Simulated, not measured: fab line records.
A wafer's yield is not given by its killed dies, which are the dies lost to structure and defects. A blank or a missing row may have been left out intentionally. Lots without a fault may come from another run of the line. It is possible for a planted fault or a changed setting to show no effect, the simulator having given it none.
A struck lot beside a sound one | flow sky130 | 15 out of 708 route steps
Sound: these wafers, L867.4, L867.5, L867.6. The struck wafers were L875.3, L875.5, L875.6. The cause comes at the end.
Each step with rows lists, per side, the tool, then ch with its chambers, then its first start. Under that, the readings that differ: sound wafers | struck wafers | difference of the means | sigmas: that difference in standard deviations of wafers without a fault.
alike: same words and numbers on both sides, and readings whose means sit less than 2 such deviations apart. not compared: any withheld reading, any reading some wafer has no value for, any bound like >300 that may hide the same value, and any number with overlapping values for which the record gives no deviation.
A row with sigmas, a row that says differs or no value, or rows on one side alone: a step with any of these is where the two part. Numbers that have no deviation but don't overlap get no sigmas and don't part them. A reading missing from all wafers of one side parts the sides only when that side holds two or more wafers.

first, 1 step without rows for these wafers: SKY_VIA4_DEVELOP_10 (develop time 60 s).
SKY_VIA4_OVL_MEAS_11:
  struck on overlay-02, day 46 22:52; sound on overlay-01, day 45 12:01
  alike: VIA4_OVL
SKY_VIA4_ETCH_12: etches SiO2 in C4F8/O2/Ar, stops on TiN, target depth 580 nm.
  sound on rie diel-01 ch 1,2,3, day 45 12:04; struck on rie diel-03 ch 2,3, day 46 22:53
  alike: oes product au
then, 4 steps without rows for these wafers: SKY_VIA4_STRIP_13 (strips in O2/N2); SKY_VIA4_STRIP_14 (strips in post etch residue remover, time 1200 s); SKY_VIA4_CLEAN_15 (cleans in IPA, time 180 s); SKY_VIA4_CLEAN_16 (cleans in O3/DIW).
SKY_VIA4_SPUTTER_17: material TiN, target thk 20 nm, time 80 s.
  struck on pvd sputter-04, day 46 23:34; sound on pvd sputter-03, day 45 12:43
  alike: cathode dc power W, chamber pressure pa, throttle valve pct
SKY_VIA4_CVD_18: deposits W, target thk 505 nm, time 152.14 s.
  sound on cvd w-02 ch 0,1, day 45 12:49; struck on cvd w-01 ch 0,1, day 46 23:40
  alike: chamber pressure Torr, heater power w, susceptor temp C
SKY_VIA4_RS_MEAS_19: measures by four-point-probe.
  struck on film metro-01, day 46 23:49; sound on film metro-01, day 45 12:59
  alike: VIA4_W_RS
SKY_VIA4_THK_MEAS_20: measures by xrf.
  struck on film metro-01, day 46 23:55; sound on film metro-01, day 45 13:04
  alike: VIA4_W_THK
SKY_VIA4_CMP_21: polishes, stops on SiO2, t overpolish 25 s, target thk 0 nm.
  sound on cmp-02 ch 0,1,3, day 45 13:15; struck on cmp-02 ch 0,1,2, day 47 00:06
  alike: motor current A, overpolish run s, time to endpoint s
SKY_METAL5_SPUTTER_00: material Ti, target thk 15 nm, time 10 s.
  struck on pvd sputter-04, day 47 00:15; sound on pvd sputter-04, day 45 13:27
  reading                                   | sound             | struck           | difference | sigmas
  model.Ti_of_METAL5_SPUTTER_00.thk nm (nm) | 15.64 15.38 15.28 | 22.03 22.2 22.02 | +6.65      |
  alike: cathode dc power W, chamber pressure pa, throttle valve pct
SKY_METAL5_SPUTTER_01: material TiN, target thk 20 nm, time 16.7 s.
  struck on pvd sputter-04, day 47 00:16; sound on pvd sputter-04, day 45 13:28
  alike: cathode dc power W, chamber pressure pa, throttle valve pct
next, for these wafers, 1 step has no rows: SKY_PAD_OPEN_PROBE_99.

## WHERE THEY PART
Nowhere in this record.

WHY: whatever the simulator had introduced
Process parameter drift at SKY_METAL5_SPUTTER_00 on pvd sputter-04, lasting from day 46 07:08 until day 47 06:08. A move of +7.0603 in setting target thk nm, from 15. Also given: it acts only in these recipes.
